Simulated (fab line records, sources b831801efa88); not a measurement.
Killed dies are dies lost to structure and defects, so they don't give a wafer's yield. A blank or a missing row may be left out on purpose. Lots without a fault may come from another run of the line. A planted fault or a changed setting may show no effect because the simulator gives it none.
fab line records | flow sky130
record lots=12 wafers=36 last_day=50
route steps=708 shown VIA1@470 METAL2@483 PAD_OPEN@708
lots that met no fault: from a run of the same line without faults
start_h: hours from the record's first day to the start of the lot's first wafer shown | wait_h: hours since the lot's step before | " the same as in the row above | L1.1+2: a row that stands for several wafers | - no value, or no start given | * or withheld: withheld | < > ~ a bound
route shown NAME@n: a module of which the file shows steps, and the number in the route of the first | usual: mean/standard deviation of fault-free wafers | same: alike in all rows | chamber/n: place in a boat | sites: the reading at each site | _std_site: their standard deviation | _edge_site: outer sites' mean less inner sites' | radius_mm: how far each site lies from the wafer's centre | mask NAME#n: copy n | behind: the tool/chamber that last shaped the wafer | hold: why the lot was held/for how many hours/how that ended | device: the transistor (n, p or np) that didn't switch | end of line: the same wafers' tests at the end of the route | a step without rows: its recipe alone | killed: dies lost to structure and defects at the first sort, not the wafer's yield | map: a wafer's dies, x killed, . not, _ none there
set.NAME: the setting as run; set.NAME@STEP: as run at that earlier step | model.NAME: the simulator's own value behind a step, which no gauge read
steps of the route over a sample of lots; a table a step, a row a wafer
services: from which hour (start_h, from the record's first day; less than 0 if before it) a tool's chamber was out of use, for how many hours, and why
## steps
# step SKY_VIA1_CD_MEAS_12
# recipe target_cd_nm=150
# usual cd_nm=150.0/2.1
# columns lot.wafer tool chamber start_h wait_h cd_nm
L486.2 cd_sem-02 - 790.93 - 148.0
L486.4 " - " " 150.1
L486.5 " - " " 149.1
L488.2 cd_sem-01 - 803.60 - 146.6
L488.4 " - " " 148.5
L488.5 " - " " 146.3
L487.2 cd_sem-02 - 805.20 - 152.6
L487.5 " - " " 152.9
L487.6 " - " " 152.8
L491.1 cd_sem-02 - 826.13 - 153.5
L491.3 " - " " 152.3
L491.6 " - " " 153.2
L492.1 cd_sem-02 - 837.03 - 146.8
L492.2 " - " " 148.1
L492.5 " - " " 145.9
L494.1 cd_sem-02 - 863.33 - 149.1
L494.4 " - " " 147.2
L494.6 " - " " 148.5
L497.1 cd_sem-01 - 889.68 - 151.4
L497.2 " - " " 152.3
L497.6 " - " " 153.1
L500.1 cd_sem-02 - 909.78 - 150.5
L500.5 " - " " 149.4
L500.6 " - " " 150.2
L499.2 cd_sem-02 - 910.15 - 151.8
L499.4 " - " " 149.0
L499.5 " - " " 151.3
L501.1 cd_sem-01 - 917.31 - 149.3
L501.2 " - " " 149.1
L501.6 " - " " 149.1
L503.1 cd_sem-01 - 929.96 - 150.4
L503.3 " - " " 150.2
L503.4 " - " " 152.9
L509.1 cd_sem-02 - 960.71 - 146.8
L509.3 " - " " 148.7
L509.5 " - " " 147.3
# step SKY_VIA1_ETCH_14
# recipe chemistry=N2/H2 target=BARC ion_energy_ev=200 source_w=500 bias_w=100 pressure_mtorr=30 n2_flow_sccm=100 h2_flow_sccm=200 stop_on=SiO2 time_s=45.9 target_depth_a=600
# usual drypump_motor_current_A=5.3/0.39 oes_product_au=0.854/0.0043 throttle_valve_pct=13.224/0.0095
# columns lot.wafer tool chamber start_h wait_h drypump_motor_current_A oes_product_au rf_hours_counter_h throttle_valve_pct
L486.2 rie_diel-01 2 791.06 0.0 4.8 0.854 38 13.244
L486.4 " 0 " " 5.8 0.855 25 13.240
L486.5 " 3 " " 5.5 0.855 - 13.231
L488.2 rie_diel-04 1 803.74 0.0 5.0 0.864 3 13.228
L488.4 " 3 " " 6.0 0.858 9 13.213
L488.5 " 3 " " 6.0 0.858 - 13.219
L487.2 rie_diel-01 3 805.34 0.0 5.5 0.857 6 13.228
L487.5 " 3 " " 5.5 0.853 - 13.223
L487.6 " 1 " " 5.6 0.852 - 13.220
L491.1 rie_diel-03 0 826.28 0.0 5.8 0.855 11 13.217
L491.3 " 3 " " 5.1 0.859 5 13.242
L491.6 " 1 " " 5.1 0.857 - 13.219
L492.1 rie_diel-04 1 837.18 0.0 5.0 0.853 4 13.231
L492.2 " 0 " " 5.4 0.854 2 13.225
L492.5 " 3 " " 6.0 0.848 - 13.227
L494.1 rie_diel-04 2 863.48 0.0 4.9 0.857 25 13.205
L494.4 " 1 " " 5.0 0.853 5 13.221
L494.6 " 3 " " 5.9 0.848 - 13.236
L497.1 rie_diel-04 3 889.83 0.0 6.0 0.850 12 13.207
L497.2 " 1 " " 4.9 0.859 6 13.244
L497.6 " 3 " " 6.0 0.863 - 13.222
L500.1 rie_diel-03 1 909.93 0.0 5.1 0.857 12 13.233
L500.5 " 3 " " 5.1 0.856 - 13.231
L500.6 " 0 " " 5.8 0.853 - 13.224
L499.2 rie_diel-04 2 910.28 0.0 4.9 0.855 0 13.215
L499.4 " 1 " " 5.0 0.852 7 13.222
L499.5 " 2 " " 4.9 0.847 - 13.235
L501.1 rie_diel-01 0 917.46 0.0 5.8 0.854 1 13.215
L501.2 " 2 " " 4.8 0.848 3 13.218
L501.6 " 2 " " 4.8 0.857 - 13.221
L503.1 rie_diel-04 3 930.11 0.0 5.9 0.852 14 13.225
L503.3 " 2 " " 4.9 0.841 2 13.221
L503.4 " 1 " " 5.0 0.859 8 13.220
L509.1 rie_diel-01 1 960.87 0.0 5.6 0.857 0 13.223
L509.3 " 0 " " 5.8 0.844 2 13.224
L509.5 " 1 " " 5.7 0.855 - 13.226
# step SKY_VIA1_SPUTTER_20
# recipe material=TiN target_thk_nm=20 chamber_pressure_pa=5 power_w=4000 time_s=80
# usual cathode_dc_power_W=4000.0/0.6 throttle_valve_pct=29.6/0.83
# columns lot.wafer tool chamber start_h wait_h cathode_dc_power_W throttle_valve_pct
L486.2 pvd_sputter-03 - 791.74 0.0 4000.2 28.8
L486.4 " - " " 3999.7 29.9
L486.5 " - " " 4000.6 29.1
L488.2 pvd_sputter-04 - 804.42 0.0 3999.7 31.0
L488.4 " - " " 3999.5 30.9
L488.5 " - " " 4001.3 28.3
L487.2 pvd_sputter-02 - 806.04 0.0 4000.9 29.6
L487.5 " - " " 4000.5 28.9
L487.6 " - " " 3999.9 29.5
L491.1 pvd_sputter-03 - 827.01 0.0 4000.2 29.8
L491.3 " - " " 4000.6 30.6
L491.6 " - " " 4000.5 29.7
L492.1 pvd_sputter-02 - 837.87 0.0 3999.9 29.3
L492.2 " - " " 3998.8 28.9
L492.5 " - " " 4000.5 28.8
L494.1 pvd_sputter-02 - 864.20 0.0 3999.6 28.8
L494.4 " - " " 4000.3 29.2
L494.6 " - " " 4000.3 29.6
L497.1 pvd_sputter-03 - 890.60 0.0 3999.5 29.2
L497.2 " - " " 3448.7 31.0
L497.6 " - " " 4000.6 29.5
L500.1 pvd_sputter-04 - 910.61 0.0 4000.4 30.9
L500.5 " - " " 3999.6 30.9
L500.6 " - " " 4000.1 30.9
L499.2 pvd_sputter-02 - 911.00 0.0 4000.1 29.3
L499.4 " - " " 3999.2 29.4
L499.5 " - " " 4000.9 29.3
L501.1 pvd_sputter-03 - 918.15 0.0 3450.2 31.1
L501.2 " - " " 3999.7 29.3
L501.6 " - " " 3999.7 29.9
L503.1 pvd_sputter-02 - 930.80 0.0 3998.7 29.8
L503.3 " - " " 4000.5 29.5
L503.4 " - " " 4000.5 28.8
L509.1 pvd_sputter-04 - 961.55 0.0 4000.3 29.8
L509.3 " - " " 3999.9 31.2
L509.5 " - " " 4000.1 30.2
# step SKY_METAL2_SPUTTER_00
# recipe material=Ti target_thk_nm=15 power_w=3000 time_s=10 chamber_pressure_pa=0.4
# usual cathode_dc_power_W=3000.0/0.5 throttle_valve_pct=29.6/0.55
# columns lot.wafer tool chamber start_h wait_h cathode_dc_power_W throttle_valve_pct
L486.2 pvd_sputter-01 - 792.38 0.2 2999.4 29.5
L486.4 " - " " 3000.4 29.2
L486.5 " - " " 3000.4 29.8
L488.2 pvd_sputter-03 - 805.05 0.1 2999.5 29.2
L488.4 " - " " 3000.4 30.6
L488.5 " - " " 3000.0 29.8
L487.2 pvd_sputter-01 - 806.67 0.2 2999.0 29.0
L487.5 " - " " 2999.8 29.5
L487.6 " - " " 2999.4 30.1
L491.1 pvd_sputter-02 - 827.64 0.1 3000.1 28.8
L491.3 " - " " 2999.8 29.2
L491.6 " - " " 3000.9 29.2
L492.1 pvd_sputter-03 - 838.50 0.1 2999.2 30.9
L492.2 " - " " 3000.6 29.1
L492.5 " - " " 2999.5 28.9
L494.1 pvd_sputter-03 - 865.03 0.2 3000.1 29.1
L494.4 " - " " 3000.4 30.7
L494.6 " - " " 3000.5 30.7
L497.1 pvd_sputter-01 - 891.23 0.2 2999.7 30.3
L497.2 " - " " 3000.4 29.4
L497.6 " - " " 3000.2 30.2
L500.1 pvd_sputter-03 - 911.25 0.1 2999.5 29.1
L500.5 " - " " 3000.1 29.1
L500.6 " - " " 2999.4 29.3
L499.2 pvd_sputter-01 - 911.63 0.1 3001.3 30.2
L499.4 " - " " 2999.5 29.1
L499.5 " - " " 2999.4 28.8
L501.1 pvd_sputter-01 - 918.89 0.1 2999.7 30.4
L501.2 " - " " 2999.5 30.1
L501.6 " - " " 2999.7 30.2
L503.1 pvd_sputter-03 - 931.43 0.2 3000.0 30.0
L503.3 " - " " 3001.1 28.9
L503.4 " - " " 3000.0 30.7
L509.1 pvd_sputter-01 - 962.18 0.2 3000.0 30.0
L509.3 " - " " 2999.5 28.8
L509.5 " - " " 2999.8 29.2
# step SKY_PAD_OPEN_PROBE_99
# usual defect_limited_yield=82.4/1.7 killed_at_M0_to_M3=44/6.9 killed_at_M4_up=3.3/1.7 killed_at_contacts=24/4.7 killed_at_front_end=15/4.5 killed_at_other=0.2/0.49 killed_dies=86/8.4 killed_open=47/6.5 killed_short=39/6 sort_bin_3_pad_short=0.9/0.4 sort_bin_5_function=10.4/1.5 sort_bin_6_memory=6.3/1 sort_n_pass=406/8.4 sort_yield_pct=82.4/1.7
# same gross_dies=492 killed_at_back_side=0 sort_bin_4_leakage[%]=0 sort_bin_8_speed[%]=0
# columns lot.wafer tool chamber start_h wait_h defect_limited_yield[%] killed_at_M0_to_M3 killed_at_M4_up killed_at_contacts killed_at_front_end killed_at_other killed_dies killed_open killed_short sort_bin_3_pad_short[%] sort_bin_5_function[%] sort_bin_6_memory[%] sort_n_pass sort_yield_pct[%]
L497.1 prober-01 - 1147.46 0.1 83.9 46 3 19 11 0 79 41 38 0.8 10.2 5.1 413 83.9
L497.2 prober-01 - 1147.51 0.1 83.9 43 4 14 18 0 79 45 34 1.2 9.3 5.5 413 83.9
L497.6 prober-01 - 1147.71 0.2 82.1 46 5 24 13 0 88 52 36 0.6 11.6 5.7 404 82.1
# killed by level:class
L497.1 VIA1:geometric_particle:open=11 VIA2:geometric_particle:open=6 METAL2:geometric_particle:short=6 VIA3:geometric_particle:open=6 LI_CONTACT:geometric_particle:open=4 CONTACT:geometric_particle:short=4 CONTACT:geometric_particle:open=4 VIA1:geometric_particle:short=4
L497.2 VIA1:geometric_particle:open=12 VIA3:geometric_particle:open=8 FIELD_ISO:geometric_particle:open=5 FIELD_ISO:geometric_particle:short=5 METAL2:geometric_particle:short=5 LI_CONTACT:geometric_particle:open=4 CONTACT:geometric_particle:open=4 POLY_GATE:geometric_particle:open=3
L497.6 LI_CONTACT:geometric_particle:open=10 VIA2:geometric_particle:open=9 VIA1:geometric_particle:open=8 CONTACT:geometric_particle:open=8 METAL2:geometric_particle:short=7 VIA3:geometric_particle:open=6 METAL1:geometric_particle:short=5 CONTACT:geometric_particle:short=5
## services
# columns tool chamber start_h hours kind
rie_diel-04 - 783.03 0.3 repair
rie_diel-03 0 796.27 11.3 repair
rie_diel-01 2 801.66 - clean
rie_diel-01 2 801.66 16.1 scheduled_down
rie_diel-01 2 801.66 16.1 vent_cycle
rie_diel-03 2 805.27 36.2 repair
pvd_sputter-04 - 806.81 2.7 repair
rie_diel-01 - 834.08 14.6 pm
pvd_sputter-03 - 848.06 4.5 repair
rie_diel-01 0 865.36 - clean
rie_diel-04 2 867.48 - clean
rie_diel-04 2 867.48 14.8 scheduled_down
rie_diel-04 2 867.48 14.8 vent_cycle
pvd_sputter-03 - 868.07 4.1 repair
rie_diel-04 - 870.38 1.7 repair
rie_diel-04 2 886.15 7.7 repair
rie_diel-01 1 888.23 8.4 repair
rie_diel-03 2 891.52 23.6 repair
rie_diel-01 - 917.74 29.6 repair
rie_diel-04 0 918.81 9.9 repair
rie_diel-04 - 921.33 0.3 repair
rie_diel-04 3 935.64 4.5 repair
rie_diel-03 3 948.94 1.9 repair
rie_diel-03 3 961.84 12.6 repair
## key
first_sign step=SKY_VIA1_SPUTTER_20 reading=cathode_dc_power_W direction=down sigmas=99+ usual=4000.0 struck=3449.4
effect none on later readings
met_at SKY_VIA1_SPUTTER_20
struck_lots L497,L501
struck_wafers L497.2,L501.1
not_acting_at SKY_VIA1_CD_MEAS_12,SKY_VIA1_ETCH_14,SKY_METAL2_SPUTTER_00
onset_between 827.01 890.60
fault kind=process_parameter_drift tool=pvd_sputter-03 chamber=- onset_h=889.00 steps=SKY_VIA1_SPUTTER_20 channel=power_w offset=* shape=step end_h=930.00 acts_in=* stated=* scope=struck_wafers_only
